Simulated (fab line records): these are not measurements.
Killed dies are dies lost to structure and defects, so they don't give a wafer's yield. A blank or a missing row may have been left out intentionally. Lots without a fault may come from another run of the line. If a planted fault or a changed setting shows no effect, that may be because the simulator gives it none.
Which tool was responsible? -- flow gf180mcu -- 14 lots, 42 wafers sampled, at 3 steps of a route of 602

== WHAT THE GAUGES SHOWED, per wafer ==
GF_V4_RS_MEAS_24: measurement is done with a four-point probe.
lot,measured,on,V4_W_RS (ohm/sq)
L603,day 24 09:49,film-metro-04,0.325 0.324 0.324
L604,day 24 16:31,film-metro-01,0.326 0.314 0.313
L605,day 24 22:59,film-metro-01,0.330 0.338 0.337
L606,day 25 12:22,film-metro-03,0.328 0.325 0.327
L607,day 25 20:01,film-metro-03,0.321 0.323 0.318
L615,day 28 06:44,film-metro-01,0.315 0.321 0.317
L616,day 28 15:05,film-metro-03,0.316 0.314 0.327
L618,day 29 08:39,film-metro-03,0.322 0.313 0.311
L620,day 29 21:53,film-metro-03,0.328 0.326 0.330
L621,day 30 01:07,film-metro-04,0.334 0.330 0.329
L622,day 30 06:29,film-metro-01,0.319 0.321 0.317
L623,day 30 20:45,film-metro-01,0.329 0.329 0.327
L624,day 31 00:19,film-metro-04,0.331 0.335 0.328
L626,day 31 10:48,film-metro-03,0.332 0.332 0.332

== WHICH TOOL RAN EACH LOT (tool, then ch and the chambers of the sampled wafers, then the start) ==
lot,GF_V1_CVD_23,GF_V4_SPUTTER_22
L603,"cvd-w-02 ch 0,1, day 18 04:32","pvd-sputter-03, day 24 09:40"
L604,"cvd-w-01 ch 0,1, day 18 11:08","pvd-sputter-04, day 24 16:22"
L605,"cvd-w-02 ch 0,1, day 18 18:35","pvd-sputter-03, day 24 22:50"
L606,"cvd-w-02 ch 0,1, day 19 09:51","pvd-sputter-04, day 25 12:12"
L607,"cvd-w-02 ch 0,1, day 19 17:38","pvd-sputter-04, day 25 19:52"
L615,"cvd-w-02 ch 1, day 22 12:25","pvd-sputter-02, day 28 06:34"
L616,"cvd-w-01 ch 0,1, day 23 01:35","pvd-sputter-04, day 28 14:54"
L618,"cvd-w-01 ch 0,1, day 23 16:59","pvd-sputter-04, day 29 08:30"
L620,"cvd-w-02 ch 1, day 24 08:46","pvd-sputter-02, day 29 21:44"
L621,"cvd-w-02 ch 1, day 24 15:18","pvd-sputter-02, day 30 00:58"
L622,"cvd-w-01 ch 0,1, day 24 21:54","pvd-sputter-02, day 30 06:20"
L623,"cvd-w-02 ch 0,1, day 25 13:38","pvd-sputter-02, day 30 20:36"
L624,"cvd-w-02 ch 0,1, day 25 19:37","pvd-sputter-04, day 31 00:08"
L626,"cvd-w-02 ch 0,1, day 26 05:24","pvd-sputter-04, day 31 10:39"
- GF_V1_CVD_23: deposits W, target thk 350 nm, time 105.05 s.
- GF_V4_SPUTTER_22: material TiN, target thk 10 nm, time 40 s.

== AS READ BY THE TOOLS THEMSELVES (means over the sampled wafers that have a number; for cases with no such wafer, the mark the record gives instead) ==
GF_V1_CVD_23.
lot,tool,chamber-pressure-Torr (Torr),heater-power-w (W)
L603,cvd-w-02,39.98,751
L604,cvd-w-01,40.02,822
L605,cvd-w-02,40.06,753
L606,cvd-w-02,42.19,699
L607,cvd-w-02,42.12,703
L615,cvd-w-02,39.99,645
L616,cvd-w-01,40.00,838
L618,cvd-w-01,40.03,881
L620,cvd-w-02,39.95,662
L621,cvd-w-02,39.97,642
L622,cvd-w-01,40.09,859
L623,cvd-w-02,39.86,752
L624,cvd-w-02,40.03,706
L626,cvd-w-02,39.96,761

GF_V4_SPUTTER_22.
lot,tool,cathode-dc-power-W (W),throttle-valve-pct (%)
L603,pvd-sputter-03,3999.1,29.9
L604,pvd-sputter-04,4000.2,30.3
L605,pvd-sputter-03,3999.7,29.9
L606,pvd-sputter-04,4000.1,30.0
L607,pvd-sputter-04,4000.4,30.0
L615,pvd-sputter-02,3999.8,30.1
L616,pvd-sputter-04,4000.4,30.1
L618,pvd-sputter-04,3999.9,30.6
L620,pvd-sputter-02,4000.0,30.4
L621,pvd-sputter-02,3999.3,29.5
L622,pvd-sputter-02,4000.1,29.9
L623,pvd-sputter-02,4000.3,30.1
L624,pvd-sputter-04,3998.9,30.1
L626,pvd-sputter-04,4000.2,30.0

== THE ANSWER, worked out from the rows above alone ==
Rule: the usual values come from the lots themselves. The widest of any qualifying gaps counts: lots, ordered by their means at a reading, are off when they make up no more than a third of the lots, leave a main group of 4 or more, and stand apart from it by 3 or more times the standard deviation of that group's means. Not used: any main group whose means are identical at the precision the tables above print for the reading. A lot without any number at a reading at which 4 lots or more have one is off too. Where the step has rows for the other lots, those lots are counted as sound. After the gauges, taken in route order, come the tools' own readings; for these a lot's mean is taken, as printed above. The first step at which some lot is off is used, and at that step the reading that is off furthest; a lot without a number counts as furthest.
Off at GF_V1_CVD_23 (chamber-pressure-Torr): L606, L607. Mean 40.00 Torr and standard deviation 0.057 in the main group.
If a tool, at that step or one of the process steps before it, ran each lot that is off and ran no sound lot following the first of them, it fits. Not one of the candidates tried fits.

== WHAT HAD BEEN PUT IN BY THE SIMULATOR ==
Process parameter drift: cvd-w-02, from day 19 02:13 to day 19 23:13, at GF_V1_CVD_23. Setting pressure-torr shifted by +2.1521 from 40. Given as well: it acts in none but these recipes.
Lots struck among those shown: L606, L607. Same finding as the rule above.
